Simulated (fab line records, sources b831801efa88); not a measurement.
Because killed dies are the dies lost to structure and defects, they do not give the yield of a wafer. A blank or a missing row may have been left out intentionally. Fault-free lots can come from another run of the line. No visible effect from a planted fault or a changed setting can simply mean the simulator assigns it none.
fab line records ; flow sky130
record: lots: 11; wafers: 33; lastDay: 50
route steps=708 shown METAL2@485 VIA2@507 PAD_OPEN@708
lots that met no fault: from a run of the same line without faults
startH: hours from the record's first day to the start of the lot's first wafer shown ; waitH: hours from the lot's prior step to this one ; " the same as in the row above ; L1.1+2: a single row standing in for several wafers ; - no value present, or no start provided ; * or withheld: withheld ; < > ~ a bound
route shown NAME@n: names a module that has steps shown in the file, with the first one's number in the route ; usual: mean/standard deviation taken from wafers without a fault ; same: alike in all rows ; chamber/n: place in a boat ; sites: each site's reading ; _std_site: their standard deviation ; _edge_site: outer sites' mean less inner sites' ; radiusMm: how far each site lies from the wafer's centre ; mask NAME#n: copy n ; behind: tool/chamber where the wafer was last shaped ; hold: why the lot went on hold/how many hours it stayed there/how the hold came to an end ; device: transistor that didn't switch, given as n, p or np ; end of line: the route-end tests of the same wafers ; step lacking rows: just its recipe ; killed: dies that structure and defects cost at the first sort, which is not the same as the wafer's yield ; map: a wafer's dies, marking killed ones x, the rest . and places with no die _
set.NAME: the setting that was run; set.NAME@STEP: the one run at that earlier step ; model.NAME: the simulator's own value behind a step, which no gauge read
steps of the route over a sample of lots; a table a step, a row a wafer
services: from which hour (startH, from the record's first day; less than 0 if before it) a tool's chamber was out of use, for how many hours, and why
== steps ==
step: SKY_METAL2_SPUTTER_02
recipe: material: AlCu; targetThkNm: 250; powerW: 10600; timeS: 13.3; chamberPressurePa: 0.4
usual: cathodeDcPowerW: 10600/1.8; throttleValvePct: 29.9/1
lot.wafer;tool;chamber;startH;waitH;cathodeDcPowerW;throttleValvePct
L240.1;pvdSputter-03;-;775.73;0.0;10603;28.4
L240.4;pvdSputter-03;-;775.73;0.0;10599;29.0
L240.6;pvdSputter-03;-;775.73;0.0;10601;28.4
L245.1;pvdSputter-03;-;845.80;0.0;10597;30.1
L245.3;pvdSputter-03;-;845.80;0.0;10599;28.4
L245.6;pvdSputter-03;-;845.80;0.0;10600;28.1
L247.2;pvdSputter-02;-;848.88;0.0;10598;30.0
L247.4;pvdSputter-02;-;848.88;0.0;10601;30.2
L247.5;pvdSputter-02;-;848.88;0.0;10600;32.1
L254.1;pvdSputter-04;-;893.55;0.0;10602;29.1
L254.3;pvdSputter-04;-;893.55;0.0;10600;29.5
L254.5;pvdSputter-04;-;893.55;0.0;10603;29.5
L257.1;pvdSputter-04;-;927.18;0.0;10600;29.4
L257.2;pvdSputter-04;-;927.18;0.0;10601;30.8
L257.4;pvdSputter-04;-;927.18;0.0;10599;29.5
L258.1;pvdSputter-04;-;931.93;0.0;10601;28.9
L258.3;pvdSputter-04;-;931.93;0.0;10599;29.4
L258.5;pvdSputter-04;-;931.93;0.0;10601;29.3
L259.3;pvdSputter-03;-;933.58;0.0;10603;28.6
L259.4;pvdSputter-03;-;933.58;0.0;10597;28.2
L259.6;pvdSputter-03;-;933.58;0.0;10602;30.1
L260.1;pvdSputter-02;-;951.96;0.0;10597;32.2
L260.5;pvdSputter-02;-;951.96;0.0;10599;30.0
L260.6;pvdSputter-02;-;951.96;0.0;10602;30.5
L261.1;pvdSputter-02;-;960.74;0.0;10599;29.8
L261.2;pvdSputter-02;-;960.74;0.0;10601;29.9
L261.4;pvdSputter-02;-;960.74;0.0;10598;32.1
L263.2;pvdSputter-04;-;961.68;0.0;10601;30.5
L263.3;pvdSputter-04;-;961.68;0.0;10600;29.2
L263.6;pvdSputter-04;-;961.68;0.0;10602;29.4
L262.1;pvdSputter-02;-;966.33;0.0;10600;30.0
L262.2;pvdSputter-02;-;966.33;0.0;10598;30.4
L262.3;pvdSputter-02;-;966.33;0.0;10603;32.4
step: SKY_METAL2_CD_MEAS_15
recipe: targetCdNm: 140
usual: cdNm: 140.0/1.5
lot.wafer;tool;chamber;startH;waitH;cdNm
L240.1;cdSem-01;-;802.46;-;138.9
L240.4;cdSem-01;-;802.46;-;139.0
L240.6;cdSem-01;-;802.46;-;139.5
L245.1;cdSem-02;-;871.68;-;141.1
L245.3;cdSem-02;-;871.68;-;141.6
L245.6;cdSem-02;-;871.68;-;141.6
L247.2;cdSem-02;-;875.16;-;138.7
L247.4;cdSem-02;-;875.16;-;140.1
L247.5;cdSem-02;-;875.16;-;140.5
L254.1;cdSem-01;-;918.61;-;139.8
L254.3;cdSem-01;-;918.61;-;140.4
L254.5;cdSem-01;-;918.61;-;139.5
L257.1;cdSem-02;-;951.44;-;140.4
L257.2;cdSem-02;-;951.44;-;140.4
L257.4;cdSem-02;-;951.44;-;138.6
L258.1;cdSem-01;-;956.44;-;138.4
L258.3;cdSem-01;-;956.44;-;141.4
L258.5;cdSem-01;-;956.44;-;141.0
L259.3;cdSem-01;-;958.03;-;142.1
L259.4;cdSem-01;-;958.03;-;142.4
L259.6;cdSem-01;-;958.03;-;141.5
L260.1;cdSem-02;-;978.11;-;138.5
L260.5;cdSem-02;-;978.11;-;136.7
L260.6;cdSem-02;-;978.11;-;138.2
L261.1;cdSem-01;-;985.54;-;140.1
L261.2;cdSem-01;-;985.54;-;139.8
L261.4;cdSem-01;-;985.54;-;140.0
L263.2;cdSem-02;-;985.88;-;140.8
L263.3;cdSem-02;-;985.88;-;141.4
L263.6;cdSem-02;-;985.88;-;141.0
L262.1;cdSem-02;-;990.44;-;140.0
L262.2;cdSem-02;-;990.44;-;138.0
L262.3;cdSem-02;-;990.44;-;139.7
step: SKY_METAL2_OVL_MEAS_16
usual: METAL2_OVL: -1/6
lot.wafer;tool;chamber;startH;waitH;METAL2_OVL[nm]
L240.1;overlay-01;-;802.58;0.1;1
L240.4;overlay-01;-;802.58;0.1;-3
L240.6;overlay-01;-;802.58;0.1;1
L245.1;overlay-02;-;871.80;0.1;-3
L245.3;overlay-02;-;871.80;0.1;-3
L245.6;overlay-02;-;871.80;0.1;-3
L247.2;overlay-01;-;875.26;0.1;-13
L247.4;overlay-01;-;875.26;0.1;-19
L247.5;overlay-01;-;875.26;0.1;-3
L254.1;overlay-01;-;918.73;0.1;7
L254.3;overlay-01;-;918.73;0.1;3
L254.5;overlay-01;-;918.73;0.1;-3
L257.1;overlay-01;-;951.56;0.1;5
L257.2;overlay-01;-;951.56;0.1;4
L257.4;overlay-01;-;951.56;0.1;2
L258.1;overlay-02;-;956.56;0.1;2
L258.3;overlay-02;-;956.56;0.1;-3
L258.5;overlay-02;-;956.56;0.1;-2
L259.3;overlay-02;-;958.12;0.1;7
L259.4;overlay-02;-;958.12;0.1;10
L259.6;overlay-02;-;958.12;0.1;7
L260.1;overlay-01;-;978.23;0.1;1
L260.5;overlay-01;-;978.23;0.1;1
L260.6;overlay-01;-;978.23;0.1;-4
L261.1;overlay-01;-;985.66;0.1;-4
L261.2;overlay-01;-;985.66;0.1;0
L261.4;overlay-01;-;985.66;0.1;5
L263.2;overlay-01;-;985.99;0.1;-9
L263.3;overlay-01;-;985.99;0.1;-3
L263.6;overlay-01;-;985.99;0.1;-5
L262.1;overlay-01;-;990.56;0.1;-5
L262.2;overlay-01;-;990.56;0.1;-6
L262.3;overlay-01;-;990.56;0.1;-1
step: SKY_VIA2_HDPCVD_00
recipe: material: SiO2; targetThkNm: 1180; sigmaOpenFrac: 0.3; timeS: 196.7; tempC: 400; sih4FlowSccm: 60; pressureMtorr: 6
usual: pressureMtorr: 5.999/0.013; runLengthS: 224.8/0.51
lot.wafer;tool;chamber;startH;waitH;pressureMtorr;runLengthS
L240.1;hdpcvd-01;1;803.41;0.0;6.006;225.6
L240.4;hdpcvd-01;2;803.41;0.0;6.001;224.8
L240.6;hdpcvd-01;0;803.41;0.0;5.978;224.1
L245.1;hdpcvd-01;2;872.66;0.0;6.011;255.7
L245.3;hdpcvd-01;1;872.66;0.0;5.986;255.6
L245.6;hdpcvd-01;2;872.66;0.0;6.006;255.4
L247.2;hdpcvd-01;0;877.37;0.0;6.019;254.8
L247.4;hdpcvd-01;0;877.37;0.0;6.011;255.1
L247.5;hdpcvd-01;2;877.37;0.0;6.021;255.3
L254.1;hdpcvd-02;0;919.73;0.0;5.996;225.2
L254.3;hdpcvd-02;2;919.73;0.0;5.987;224.9
L254.5;hdpcvd-02;1;919.73;0.0;6.014;223.8
L257.1;hdpcvd-02;0;952.61;0.1;5.993;224.8
L257.2;hdpcvd-02;2;952.61;0.1;6.005;225.1
L257.4;hdpcvd-02;2;952.61;0.1;5.997;225.0
L258.1;hdpcvd-02;1;957.48;0.1;5.985;224.0
L258.3;hdpcvd-02;0;957.48;0.1;5.976;224.7
L258.5;hdpcvd-02;2;957.48;0.1;6.000;224.9
L259.3;hdpcvd-02;2;958.92;0.0;6.000;225.6
L259.4;hdpcvd-02;0;958.92;0.0;6.007;224.7
L259.6;hdpcvd-02;1;958.92;0.0;5.978;223.9
L260.1;hdpcvd-01;0;979.05;0.0;6.010;224.4
L260.5;hdpcvd-01;1;979.05;0.0;5.999;225.2
L260.6;hdpcvd-01;0;979.05;0.0;6.003;224.1
L261.1;hdpcvd-01;1;986.50;0.0;6.011;225.2
L261.2;hdpcvd-01;2;986.50;0.0;5.997;224.9
L261.4;hdpcvd-01;0;986.50;0.0;5.986;224.4
L263.2;hdpcvd-01;0;987.31;0.0;5.982;224.5
L263.3;hdpcvd-01;1;987.31;0.0;5.982;225.7
L263.6;hdpcvd-01;2;987.31;0.0;6.015;224.9
L262.1;hdpcvd-01;0;991.85;0.0;5.981;224.2
L262.2;hdpcvd-01;1;991.85;0.0;5.980;225.9
L262.3;hdpcvd-01;2;991.85;0.0;6.004;224.9
step: SKY_VIA2_THK_MEAS_01
recipe: reads: SiO2_of_VIA2_HDPCVD_00
usual: VIA2_HDPCVD_THK: 1184/9.6
lot.wafer;tool;chamber;startH;waitH;hold;VIA2_HDPCVD_THK[nm]
L240.1;filmMetro-04;-;803.53;0.1;-;1174
L240.4;filmMetro-04;-;803.53;0.1;-;1178
L240.6;filmMetro-04;-;803.53;0.1;-;1174
L245.1;filmMetro-03;-;872.85;0.1;awaitDispo/0.2h/release;1364
L245.3;filmMetro-03;-;872.85;0.1;awaitDispo/0.2h/release;1356
L245.6;filmMetro-03;-;872.85;0.1;awaitDispo/0.2h/release;1377
L245.1;filmMetro-03;-;873.10;0.2;-;1365
L245.3;filmMetro-03;-;873.10;0.2;-;1356
L245.6;filmMetro-03;-;873.10;0.2;-;1380
L247.2;filmMetro-01;-;877.51;0.1;awaitDispo/0.2h/release;1366
L247.4;filmMetro-01;-;877.51;0.1;awaitDispo/0.2h/release;1357
L247.5;filmMetro-01;-;877.51;0.1;awaitDispo/0.2h/release;1386
L247.2;filmMetro-01;-;877.74;0.2;-;1365
L247.4;filmMetro-01;-;877.74;0.2;-;1357
L247.5;filmMetro-01;-;877.74;0.2;-;1386
L254.1;filmMetro-01;-;919.86;0.1;-;1182
L254.3;filmMetro-01;-;919.86;0.1;-;1195
L254.5;filmMetro-01;-;919.86;0.1;-;1184
L257.1;filmMetro-01;-;952.73;0.1;-;1175
L257.2;filmMetro-01;-;952.73;0.1;-;1198
L257.4;filmMetro-01;-;952.73;0.1;-;1200
L258.1;filmMetro-03;-;957.61;0.1;-;1185
L258.3;filmMetro-03;-;957.61;0.1;-;1179
L258.5;filmMetro-03;-;957.61;0.1;-;1178
L259.3;filmMetro-01;-;959.06;0.1;-;1181
L259.4;filmMetro-01;-;959.06;0.1;-;1180
L259.6;filmMetro-01;-;959.06;0.1;-;1183
L260.1;filmMetro-03;-;979.17;0.1;-;1184
L260.5;filmMetro-03;-;979.17;0.1;-;1192
L260.6;filmMetro-03;-;979.17;0.1;-;1180
L261.1;filmMetro-01;-;986.62;0.1;-;1191
L261.2;filmMetro-01;-;986.62;0.1;-;1189
L261.4;filmMetro-01;-;986.62;0.1;-;1199
L263.2;filmMetro-01;-;987.44;0.1;-;1188
L263.3;filmMetro-01;-;987.44;0.1;-;1189
L263.6;filmMetro-01;-;987.44;0.1;-;1191
L262.1;filmMetro-01;-;991.98;0.1;-;1184
L262.2;filmMetro-01;-;991.98;0.1;-;1179
L262.3;filmMetro-01;-;991.98;0.1;-;1174
step: SKY_PAD_OPEN_PROBE_99
usual: defectLimitedYield: 82.4/2.1; killed_at_M0_to_M3: 44/7; killed_at_M4_up: 3.0/1.9; killedAtContacts: 24/5.4; killedAtFrontEnd: 15/4.6; killedAtOther: 0.3/0.5; killedDies: 87/10; killedOpen: 47/7; killedShort: 40/6.2; sort_bin_3_pad_short: 0.9/0.5; sort_bin_5_function: 10.4/1.4; sort_bin_6_memory: 6.3/1.2; sortNPass: 405/10; sortYieldPct: 82.4/2.1
same: grossDies: 492; killedAtBackSide: 0; sort_bin_4_leakage[%]: 0; sort_bin_8_speed[%]: 0
lot.wafer;tool;chamber;startH;waitH;defectLimitedYield[%];killed_at_M0_to_M3;killed_at_M4_up;killedAtContacts;killedAtFrontEnd;killedAtOther;killedDies;killedOpen;killedShort;sort_bin_3_pad_short[%];sort_bin_5_function[%];sort_bin_6_memory[%];sortNPass;sortYieldPct[%]
L245.1;prober-01;-;1115.03;0.1;86.4;28;2;17;20;0;67;34;33;1.2;7.9;4.5;425;86.4
L245.3;prober-01;-;1115.13;0.2;79.3;46;6;27;23;0;102;64;38;2.0;12.4;6.3;390;79.3
L245.6;prober-01;-;1115.28;0.2;83.3;37;2;24;19;0;82;45;37;0.8;10.0;5.9;410;83.3
L247.2;prober-01;-;1120.14;0.1;81.7;46;4;26;13;1;90;43;47;1.0;10.8;6.5;402;81.7
L247.4;prober-01;-;1120.24;0.2;80.1;57;4;27;9;1;98;46;52;1.2;11.0;7.7;394;80.1
L247.5;prober-01;-;1120.29;0.2;81.5;58;0;24;9;0;91;54;37;1.0;10.8;6.7;401;81.5
L254.1;prober-02;-;1151.81;0.1;86.4;36;1;12;17;1;67;35;32;0.8;8.3;4.5;425;86.4
L254.3;prober-02;-;1151.91;0.2;79.3;61;4;21;15;1;102;52;50;1.2;11.4;8.1;390;79.3
L254.5;prober-02;-;1152.01;0.2;79.5;45;6;28;22;0;101;57;44;0.6;10.6;9.3;391;79.5
L258.1;prober-02;-;1179.85;0.1;84.8;44;4;22;5;0;75;38;37;0.2;10.2;4.9;417;84.8
L258.3;prober-02;-;1179.95;0.2;81.9;40;5;33;11;0;89;48;41;0.4;12.0;5.7;403;81.9
L258.5;prober-02;-;1180.05;0.2;86.6;32;1;25;8;0;66;41;25;0.4;7.9;5.1;426;86.6
killed by level:class
L245.1 LOCAL_INTERCONNECT:geometricParticle:short=6 VIA3:geometricParticle:open=6 POLY_GATE:geometricParticle:short=5 VIA1:geometricParticle:open=5 VIA2:geometricParticle:open=5 FIELD_ISO:geometricParticle:short=4 CONTACT:geometricParticle:open=4 FIELD_ISO:geometricParticle:open=3
L245.3 FIELD_ISO:geometricParticle:open=11 LI_CONTACT:geometricParticle:open=10 CONTACT:geometricParticle:open=9 VIA3:geometricParticle:open=7 VIA1:geometricParticle:short=6 POLY_GATE:geometricParticle:open=6 VIA2:geometricParticle:open=6 CONTACT:geometricParticle:short=5
L245.6 VIA1:geometricParticle:open=8 LI_CONTACT:geometricParticle:open=7 CONTACT:geometricParticle:open=7 CONTACT:geometricParticle:short=7 POLY_GATE:geometricParticle:open=6 METAL2:geometricParticle:short=6 VIA3:geometricParticle:open=5 FIELD_ISO:geometricParticle:open=3
L247.2 VIA1:geometricParticle:open=9 METAL2:geometricParticle:short=9 LI_CONTACT:geometricParticle:open=8 LI_CONTACT:geometricParticle:short=5 CONTACT:geometricParticle:short=5 SPACER:geometricParticle:open=4 METAL4:geometricParticle:short=4 METAL1:geometricParticle:open=4
L247.4 VIA3:geometricParticle:open=11 LI_CONTACT:geometricParticle:open=8 VIA1:geometricParticle:open=8 VIA1:geometricParticle:short=7 METAL1:geometricParticle:short=7 CONTACT:geometricParticle:open=6 VIA2:geometricParticle:open=6 METAL2:geometricParticle:short=6
L247.5 VIA1:geometricParticle:open=13 VIA3:geometricParticle:open=12 METAL1:geometricParticle:short=11 CONTACT:geometricParticle:open=8 FIELD_ISO:geometricParticle:open=4 LI_CONTACT:geometricParticle:open=4 LOCAL_INTERCONNECT:geometricParticle:short=4 CONTACT:geometricParticle:short=4
L254.1 VIA1:geometricParticle:open=11 FIELD_ISO:geometricParticle:open=6 VIA3:geometricParticle:open=5 POLY_GATE:geometricParticle:short=4 LOCAL_INTERCONNECT:geometricParticle:short=4 VIA1:geometricParticle:short=4 METAL2:geometricParticle:short=4 FIELD_ISO:geometricParticle:short=3
L254.3 VIA1:geometricParticle:open=12 VIA3:geometricParticle:open=10 CONTACT:geometricParticle:open=8 METAL2:geometricParticle:short=7 VIA3:geometricParticle:short=6 VIA1:geometricParticle:short=6 METAL1:geometricParticle:open=6 LI_CONTACT:geometricParticle:open=5
L254.5 VIA1:geometricParticle:open=13 LOCAL_INTERCONNECT:geometricParticle:short=9 CONTACT:geometricParticle:open=8 METAL1:geometricParticle:short=8 FIELD_ISO:geometricParticle:short=7 VIA2:geometricParticle:open=6 VIA3:geometricParticle:open=6 LI_CONTACT:geometricParticle:open=5
L258.1 METAL2:geometricParticle:short=11 VIA1:geometricParticle:open=10 CONTACT:geometricParticle:open=9 METAL3:geometricParticle:short=6 LI_CONTACT:geometricParticle:open=5 CONTACT:geometricParticle:short=4 VIA2:geometricParticle:open=4 FIELD_ISO:geometricParticle:short=3
L258.3 VIA1:geometricParticle:open=13 LI_CONTACT:geometricParticle:open=10 CONTACT:geometricParticle:short=8 CONTACT:geometricParticle:open=8 FIELD_ISO:geometricParticle:open=5 POLY_GATE:geometricParticle:short=4 METAL4:geometricParticle:short=4 LOCAL_INTERCONNECT:geometricParticle:short=4
L258.5 LI_CONTACT:geometricParticle:open=8 CONTACT:geometricParticle:open=8 VIA1:geometricParticle:open=7 VIA3:geometricParticle:open=7 METAL1:geometricParticle:short=4 VIA2:geometricParticle:open=4 FIELD_ISO:geometricParticle:open=3 LOCAL_INTERCONNECT:geometricParticle:short=3
== services ==
tool;chamber;startH;hours;kind
pvdSputter-02;0;799.13;-;consumableReplace:kit
pvdSputter-02;0;799.13;18.0;scheduledDown
pvdSputter-02;0;799.13;18.0;ventCycle
hdpcvd-01;1;807.75;4.7;repair
pvdSputter-02;-;828.11;2.0;repair
hdpcvd-01;0;866.44;9.2;repair
pvdSputter-02;-;880.78;6.8;repair
pvdSputter-04;3;931.64;-;consumableReplace:kit
pvdSputter-04;3;931.64;18.0;scheduledDown
pvdSputter-04;3;931.64;18.0;ventCycle
hdpcvd-01;-;950.25;15.0;pm
hdpcvd-01;0;950.25;15.0;ventCycle
hdpcvd-01;1;950.25;15.0;ventCycle
hdpcvd-01;2;950.25;15.0;ventCycle
hdpcvd-01;0;965.25;-;clean
hdpcvd-01;1;965.25;-;clean
hdpcvd-01;2;965.25;-;clean
pvdSputter-03;-;991.75;2.1;repair
== key ==
firstSign: step: SKY_VIA2_HDPCVD_00; reading: runLengthS; direction: up; sigmas: 60; usual: *; struck: *
effect: step: SKY_VIA2_THK_MEAS_01; reading: visit; direction: added
effect: step: SKY_VIA2_THK_MEAS_01; reading: VIA2_HDPCVD_THK; direction: up; sigmas: 19; usual: 1184; struck: 1368
metAt SKY_VIA2_HDPCVD_00
struckLots L245,L247
notActingAt SKY_METAL2_SPUTTER_02,SKY_METAL2_CD_MEAS_15,SKY_METAL2_OVL_MEAS_16
onsetBetween 803.41 872.66
fault: kind: processParameterDrift; tool: hdpcvd-01; chamber: -; onsetH: 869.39; steps: SKY_VIA2_HDPCVD_00; channel: timeS; offset: *; shape: step; endH: 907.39; actsIn: *; stated: *
